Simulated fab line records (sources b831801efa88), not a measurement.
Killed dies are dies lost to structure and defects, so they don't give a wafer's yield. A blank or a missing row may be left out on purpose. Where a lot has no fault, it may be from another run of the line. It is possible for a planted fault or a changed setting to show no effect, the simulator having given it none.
Matching of chambers :: flow gf180mcu :: cmp-01 running GF_V3_CMP_26: 4 sister chambers
The step polishes, stops on SiO2, t overpolish 15 s, target thk 0 nm. 36 wafers are shown with their chamber, then 12 later ones without.

== WAFERS PAIRED WITH THEIR CHAMBERS ==
wafer: L074.2
chamber: 3
motorCurrentA (A): 9.2
overpolishRunS (s): 14.997
timeToEndpointS (s): 80

wafer: L074.3
chamber: 2
motorCurrentA (A): 9.7
overpolishRunS (s): 15.031
timeToEndpointS (s): 80

wafer: L074.6
chamber: 0
motorCurrentA (A): 10.9
overpolishRunS (s): 15.011
timeToEndpointS (s): 81

wafer: L074.1
chamber: 1
motorCurrentA (A): 12.1
overpolishRunS (s): 15.016
timeToEndpointS (s): 83

wafer: L074.4
chamber: 0
motorCurrentA (A): 11.4
overpolishRunS (s): 15.006
timeToEndpointS (s): 83

wafer: L074.5
chamber: 3
motorCurrentA (A): 8.6
overpolishRunS (s): 14.998
timeToEndpointS (s): 82

wafer: L076.1
chamber: 2
motorCurrentA (A): 9.5
overpolishRunS (s): 15.008
timeToEndpointS (s): 86

wafer: L076.4
chamber: 0
motorCurrentA (A): 12.0
overpolishRunS (s): 14.992
timeToEndpointS (s): 84

wafer: L076.6
chamber: 0
motorCurrentA (A): 11.5
overpolishRunS (s): 15.002
timeToEndpointS (s): 89

wafer: L076.2
chamber: 1
motorCurrentA (A): 12.2
overpolishRunS (s): 15.002
timeToEndpointS (s): 91

wafer: L076.3
chamber: 3
motorCurrentA (A): 8.7
overpolishRunS (s): 15.014
timeToEndpointS (s): 88

wafer: L076.5
chamber: 1
motorCurrentA (A): 12.7
overpolishRunS (s): 14.994
timeToEndpointS (s): 90

wafer: L077.1
chamber: 2
motorCurrentA (A): 9.5
overpolishRunS (s): 15.006
timeToEndpointS (s): 84

wafer: L077.2
chamber: 0
motorCurrentA (A): 11.2
overpolishRunS (s): 15.019
timeToEndpointS (s): 85

wafer: L077.4
chamber: 1
motorCurrentA (A): 12.5
overpolishRunS (s): 15.000
timeToEndpointS (s): 83

wafer: L077.3
chamber: 3
motorCurrentA (A): 8.6
overpolishRunS (s): 14.999
timeToEndpointS (s): 85

wafer: L077.5
chamber: 1
motorCurrentA (A): 11.7
overpolishRunS (s): 15.001
timeToEndpointS (s): 87

wafer: L077.6
chamber: 0
motorCurrentA (A): 12.0
overpolishRunS (s): 15.002
timeToEndpointS (s): 86

wafer: L081.1
chamber: 0
motorCurrentA (A): 11.8
overpolishRunS (s): 15.003
timeToEndpointS (s): 85

wafer: L081.2
chamber: 1
motorCurrentA (A): 12.1
overpolishRunS (s): 14.995
timeToEndpointS (s): 82

wafer: L081.3
chamber: 3
motorCurrentA (A): 8.7
overpolishRunS (s): 15.005
timeToEndpointS (s): 85

wafer: L082.1
chamber: 0
motorCurrentA (A): 11.6
overpolishRunS (s): 14.995
timeToEndpointS (s): 83

wafer: L082.5
chamber: 2
motorCurrentA (A): 9.4
overpolishRunS (s): 15.009
timeToEndpointS (s): 84

wafer: L082.6
chamber: 3
motorCurrentA (A): 8.9
overpolishRunS (s): 15.010
timeToEndpointS (s): 84

wafer: L085.1
chamber: 3
motorCurrentA (A): 8.5
overpolishRunS (s): 15.007
timeToEndpointS (s): 81

wafer: L085.2
chamber: 2
motorCurrentA (A): 9.9
overpolishRunS (s): 15.018
timeToEndpointS (s): 84

wafer: L085.3
chamber: 0
motorCurrentA (A): 11.4
overpolishRunS (s): 15.001
timeToEndpointS (s): 84

wafer: L085.4
chamber: 1
motorCurrentA (A): 12.3
overpolishRunS (s): 15.008
timeToEndpointS (s): 85

wafer: L085.5
chamber: 3
motorCurrentA (A): 8.8
overpolishRunS (s): 14.992
timeToEndpointS (s): 83

wafer: L085.6
chamber: 2
motorCurrentA (A): 9.7
overpolishRunS (s): 15.009
timeToEndpointS (s): 81

wafer: L086.3
chamber: 1
motorCurrentA (A): 12.0
overpolishRunS (s): 15.002
timeToEndpointS (s): 90

wafer: L086.4
chamber: 0
motorCurrentA (A): 11.8
overpolishRunS (s): 14.995
timeToEndpointS (s): 86

wafer: L086.5
chamber: 2
motorCurrentA (A): 9.5
overpolishRunS (s): 15.018
timeToEndpointS (s): 86

wafer: L087.2
chamber: 0
motorCurrentA (A): 11.9
overpolishRunS (s): 15.011
timeToEndpointS (s): 88

wafer: L087.3
chamber: 1
motorCurrentA (A): 12.0
overpolishRunS (s): 15.005
timeToEndpointS (s): 85

wafer: L087.5
chamber: 3
motorCurrentA (A): 8.6
overpolishRunS (s): 15.014
timeToEndpointS (s): 85

SIGNATURES, as means of the wafers listed above
reading: motorCurrentA
chamber 0: 11.591
chamber 1: 12.178
chamber 2: 9.600
chamber 3: 8.733
scatter within a chamber: 0.278

reading: overpolishRunS
chamber 0: 15.00336
chamber 1: 15.00256
chamber 2: 15.01414
chamber 3: 15.00400
scatter within a chamber: 0.00785

reading: timeToEndpointS
chamber 0: 84.91
chamber 1: 86.22
chamber 2: 83.57
chamber 3: 83.67
scatter within a chamber: 2.66
Rule: for each reading, subtract the chamber's mean from the wafer's reading, divide by that reading's scatter and square the result; add these up over the readings and take the root, which gives the wafer's distance from the chamber. If the next closest chamber is less than 2 further off than the closest, the wafer can't be placed; otherwise it belongs to the closest. How the scatter is found: for the shown wafers, subtract from each reading the mean of its chamber, square and add these, divide the total by (wafers less chambers), then take the root.

== WAFERS WITHOUT THEIR CHAMBER ==
wafer: L088.3
motorCurrentA (A): 11.5
overpolishRunS (s): 15.006
timeToEndpointS (s): 86

wafer: L088.5
motorCurrentA (A): 9.6
overpolishRunS (s): 14.996
timeToEndpointS (s): 89

wafer: L088.6
motorCurrentA (A): 8.6
overpolishRunS (s): 14.987
timeToEndpointS (s): 88

wafer: L090.2
motorCurrentA (A): 12.1
overpolishRunS (s): 15.001
timeToEndpointS (s): 83

wafer: L090.4
motorCurrentA (A): 11.6
overpolishRunS (s): 14.996
timeToEndpointS (s): 82

wafer: L090.5
motorCurrentA (A): 12.7
overpolishRunS (s): 14.994
timeToEndpointS (s): 79

wafer: L091.3
motorCurrentA (A): 11.5
overpolishRunS (s): 14.994
timeToEndpointS (s): 88

wafer: L091.4
motorCurrentA (A): 8.2
overpolishRunS (s): 15.008
timeToEndpointS (s): 90

wafer: L091.5
motorCurrentA (A): 11.3
overpolishRunS (s): 15.014
timeToEndpointS (s): 91

wafer: L097.1
motorCurrentA (A): 11.8
overpolishRunS (s): 15.000
timeToEndpointS (s): 80

wafer: L097.3
motorCurrentA (A): 9.3
overpolishRunS (s): 15.005
timeToEndpointS (s): 78

wafer: L097.5
motorCurrentA (A): 11.8
overpolishRunS (s): 15.006
timeToEndpointS (s): 82

== CHAMBER TAKEN BY EACH ==
wafer: L088.3
from the rows above: can't be placed: 0 or 1
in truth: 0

wafer: L088.5
from the rows above: can't be placed: 2 or 3
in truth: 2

wafer: L088.6
from the rows above: 3
in truth: 3

wafer: L090.2
from the rows above: can't be placed: 1 or 0
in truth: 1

wafer: L090.4
from the rows above: can't be placed: 0 or 1
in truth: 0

wafer: L090.5
from the rows above: can't be placed: 1 or 0
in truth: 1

wafer: L091.3
from the rows above: can't be placed: 0 or 1
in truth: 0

wafer: L091.4
from the rows above: 3
in truth: 3

wafer: L091.5
from the rows above: can't be placed: 0 or 1
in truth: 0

wafer: L097.1
from the rows above: can't be placed: 0 or 1
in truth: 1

wafer: L097.3
from the rows above: can't be placed: 2 or 3
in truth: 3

wafer: L097.5
from the rows above: can't be placed: 0 or 1
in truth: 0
Correct placement for 2 of the 12. Unplaceable from these rows: 10, with the true chamber sitting among the candidates in 10. 0 placed wrongly.
